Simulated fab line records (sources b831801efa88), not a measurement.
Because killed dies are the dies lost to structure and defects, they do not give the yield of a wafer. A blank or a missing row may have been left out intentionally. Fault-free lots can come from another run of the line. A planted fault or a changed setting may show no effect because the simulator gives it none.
A struck lot beside a sound one :: flow gf180mcu :: 14 out of 602 route steps
Sound: wafers L241.1, L241.5, L241.6. Struck: wafers L235.1, L235.3, L235.5. The cause comes at the end.
Each step with rows lists, per side, the tool, then ch with its chambers, then its first start. Under that, the readings that differ: sound wafers :: struck wafers :: difference of the means :: sigmas: that difference in standard deviations of wafers without a fault.
alike: same words and numbers on both sides, and readings whose means sit less than 2 such deviations apart. not compared: any withheld reading, any reading some wafer has no value for, any bound like >300 that may hide the same value, and any number with overlapping values for which the record gives no deviation.
The two part at a step that has a row with sigmas, a row that says differs or no value, or rows on one side only. Numbers that don't overlap but have no deviation are shown without sigmas and don't part them. A reading missing from all wafers of one side parts the sides only when that side holds two or more wafers.

GF_M2_SPUTTER_01: material TiN, target thk 30 nm, time 25 s.
  sound on pvd-sputter-03 at day 25 10:05; struck on pvd-sputter-03 at day 23 10:03
  alike: throttle-valve-pct
GF_M2_SPUTTER_02: material AlCu, target thk 450 nm, time 23.9 s.
  sound on pvd-sputter-03 at day 25 10:07; struck on pvd-sputter-03 at day 23 10:05
  alike: throttle-valve-pct
GF_M2_SPUTTER_03: material Ti, target thk 10 nm, time 6.7 s.
  sound on pvd-sputter-03 at day 25 10:09; struck on pvd-sputter-03 at day 23 10:07
  alike: throttle-valve-pct
GF_M2_SPUTTER_04: material TiN, target thk 50 nm, time 41.7 s.
  sound on pvd-sputter-03 at day 25 10:10; struck on pvd-sputter-03 at day 23 10:08
  alike: throttle-valve-pct
GF_M2_RS_MEAS_05: measures by four-point-probe.
  sound on film-metro-02 at day 25 10:13; struck on film-metro-03 at day 23 10:10
reading: M2_ALCU_RS (ohm/sq)
sound: 0.0707 0.0704 0.0706
struck: 0.0684 0.0680 0.0690
difference: -0.0021
sigmas: -3
GF_M2_THK_MEAS_06: measures by xrf.
  sound on film-metro-02 at day 25 10:20; struck on film-metro-03 at day 23 10:17
reading: M2_ALCU_THK (nm)
sound: 433 431 433
struck: 451 451 444
difference: +16
sigmas: +3
then, 6 steps without rows for these wafers: GF_M2_DEHYDRATE_07 (time 60 s); GF_M2_HMDS_08 (prime time 60 s); GF_M2_COAT_09 (resist thk 1000 nm); GF_M2_SOFTBAKE_10 (time 60 s); GF_M2_EXPOSE_11 (exposes mask Metal2, target cd 280 nm); GF_M2_PEB_12 (peb time 90 s).
GF_M2_DEVELOP_13: develop time 60 s.
  struck on litho-track-04, day 24 07:53; sound on litho-track-04 ch 0, day 26 07:20
  no value came back on the struck wafers for chill-plate-temp-C (C), develop-time-s (s), developer-temp-C (C); on the sound wafers chill-plate-temp-C (C) reads 22.90 23.01 22.83
reading: model.KrF_of_M2_COAT_09.thk-nm (nm)
sound: 980.8 981.2 983.3
struck: 1005 1003 1000
difference: +21
sigmas: 
GF_M2_CD_MEAS_14: target cd 280 nm.
  sound on cd-sem-02 at day 26 07:29; struck on cd-sem-01 at day 24 08:02
reading: cd-nm (nm)
sound: 278.7 278.8 277.7
struck: - - -
difference: no value on the struck wafers
sigmas: 

## WHERE THEY PART
At GF_M2_RS_MEAS_05 first; at GF_M2_CD_MEAS_14 last (within this record only).

WHY: the cause the simulator had injected
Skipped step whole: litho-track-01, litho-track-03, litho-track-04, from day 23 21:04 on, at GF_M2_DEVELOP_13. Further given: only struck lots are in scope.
